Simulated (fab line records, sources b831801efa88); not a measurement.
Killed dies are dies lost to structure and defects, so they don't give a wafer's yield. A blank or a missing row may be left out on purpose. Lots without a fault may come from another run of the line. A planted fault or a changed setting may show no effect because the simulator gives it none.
A struck lot beside a sound one | flow sky130 | 19 steps out of a route of 708
Sound: wafers L762.3, L762.4, L762.5. Struck: wafers L782.1, L782.5, L782.6. The cause comes at the end.
At each step with rows: each side's tool, then ch and its chambers, then its first start. Under that, the readings that differ: sound wafers | struck wafers | difference of the means | sigmas: that difference in standard deviations of wafers without a fault.
alike: readings whose means differ by less than 2 such deviations, and words and numbers that are the same on both sides. not compared: withheld readings, readings that some wafer has no value for, bounds like >300 that may hide the same value, and numbers for which the record gives no deviation and whose values overlap.
The two part at a step that has a row with sigmas, a row that says differs or no value, or rows on one side only. Numbers that don't overlap but have no deviation are shown without sigmas and don't part them. A reading that every wafer of one side lacks parts them only if that side has two wafers or more.

first, 5 steps without rows for these wafers: SKY_VIA1_ETCH_15 (etches SiO2 in C4F8/O2/Ar, stops on TiN, target depth 351 nm, time 54 s); SKY_VIA1_STRIP_16 (strips in O2/N2); SKY_VIA1_STRIP_17 (strips in post etch residue remover, time 1200 s); SKY_VIA1_CLEAN_18 (cleans in IPA, time 180 s); SKY_VIA1_CLEAN_19 (cleans in O3/DIW).
SKY_VIA1_SPUTTER_20: material TiN, target thk 20 nm, time 80 s.
  sound on pvd_sputter-01, day 35 01:37; struck on pvd_sputter-04, day 40 22:09
  alike: chamber_pressure_pa, throttle_valve_pct
SKY_VIA1_CVD_21: deposits W, target thk 270 nm, time 80.902 s.
  sound on cvd_w-01 ch 0,1, day 35 01:42; struck on cvd_w-01 ch 0,1, day 40 22:13
  alike: heater_power_w
SKY_VIA1_RS_MEAS_22: measures by four-point-probe.
  sound on film_metro-02, day 35 01:48; struck on film_metro-02, day 40 22:18
  alike: VIA1_W_RS
SKY_VIA1_THK_MEAS_23: measures by xrf.
  sound on film_metro-02, day 35 01:54; struck on film_metro-02, day 40 22:25
  alike: VIA1_W_THK
then, 1 step without rows for these wafers: SKY_VIA1_CMP_24 (polishes, stops on SiO2, t overpolish 15 s, target thk 0 nm).
SKY_METAL2_SPUTTER_00: material Ti, target thk 15 nm, time 10 s.
  sound on pvd_sputter-03, day 35 02:14; struck on pvd_sputter-02, day 40 22:47
  alike: chamber_pressure_pa, throttle_valve_pct
then, 1 step without rows for these wafers: SKY_METAL2_SPUTTER_01 (material TiN, target thk 20 nm, time 16.7 s).
SKY_METAL2_SPUTTER_02: material AlCu, target thk 250 nm, time 13.3 s.
  sound on pvd_sputter-03, day 35 02:17; struck on pvd_sputter-02, day 40 22:50
  reading                                     | sound                | struck               | difference | sigmas
  chamber_pressure_pa (Pa)                    | 0.3997 0.4016 0.4011 | 0.3257 0.3250 0.3252 | -0.0755    | -98
  throttle_valve_pct (%)                      | 31.8 31.8 32.0       | 33.9 33.9 33.9       | +2.0       | +2
  model.AlCu_of_METAL2_SPUTTER_02.thk_nm (nm) | 249.6 247.7 247      | 256.2 257.9 256.8    | +8.9       |
SKY_METAL2_SPUTTER_03: material Ti, target thk 5 nm, time 3.3 s.
  sound on pvd_sputter-03, day 35 02:19; struck on pvd_sputter-02, day 40 22:51
  alike: chamber_pressure_pa, throttle_valve_pct
SKY_METAL2_SPUTTER_04: material TiN, target thk 70 nm, time 58.3 s.
  sound on pvd_sputter-03, day 35 02:20; struck on pvd_sputter-02, day 40 22:52
  alike: chamber_pressure_pa, throttle_valve_pct
SKY_METAL2_RS_MEAS_05: measures by four-point-probe.
  sound on film_metro-03, day 35 02:25; struck on film_metro-04, day 40 22:55
  reading                 | sound                | struck               | difference | sigmas
  METAL2_ALCU_RS (ohm/sq) | 0.1273 0.1282 0.1288 | 0.1221 0.1213 0.1222 | -0.0062    | -4
SKY_METAL2_THK_MEAS_06: measures by xrf.
  sound on film_metro-03, day 35 02:31; struck on film_metro-04, day 40 23:02
  reading              | sound       | struck      | difference | sigmas
  METAL2_ALCU_THK (nm) | 250 247 248 | 258 261 258 | +11        | +4
then, 1 step without rows for these wafers: SKY_METAL2_DEHYDRATE_07 (time 60 s).
-- the record jumps here: 10 days lie between the struck wafers' starts before and after (it left off in module METAL2 and takes up again in module PAD_OPEN, whose first step shown is number 708 of the route) --
SKY_PAD_OPEN_PROBE_99:
  sound on prober-01, day 46 15:29; struck on prober-01, day 50 20:29
  reading                      | sound                | struck               | difference | sigmas
  model.etest.met2.line_ohm_um | 0.9208 0.9643 0.9565 | 0.8669 0.8509 0.8532 | -0.0902    |
  model.etest.met2.rs_ohm_sq   | 0.1284 0.1304 0.1301 | 0.1261 0.1243 0.125  | -0.0045    |
  alike: defect_limited_yield, killed_at_M0_to_M3, killed_at_M4_up, killed_at_contacts, killed_at_front_end, killed_at_other, killed_dies, killed_open, killed_short, sort_bin_3_pad_short, sort_bin_5_function, sort_bin_6_memory, sort_n_pass, sort_yield_pct

WHERE THEY PART
First at SKY_METAL2_SPUTTER_02; last, within this record, at SKY_METAL2_THK_MEAS_06. Later steps at which nothing parts them and some readings are alike: SKY_PAD_OPEN_PROBE_99.

WHY: what the simulator had put in
Process parameter drift: pvd_sputter-02, from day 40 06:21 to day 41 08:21, at SKY_METAL2_SPUTTER_02. Setting chamber_pressure_pa, moved by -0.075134, from 0.4. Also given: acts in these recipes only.
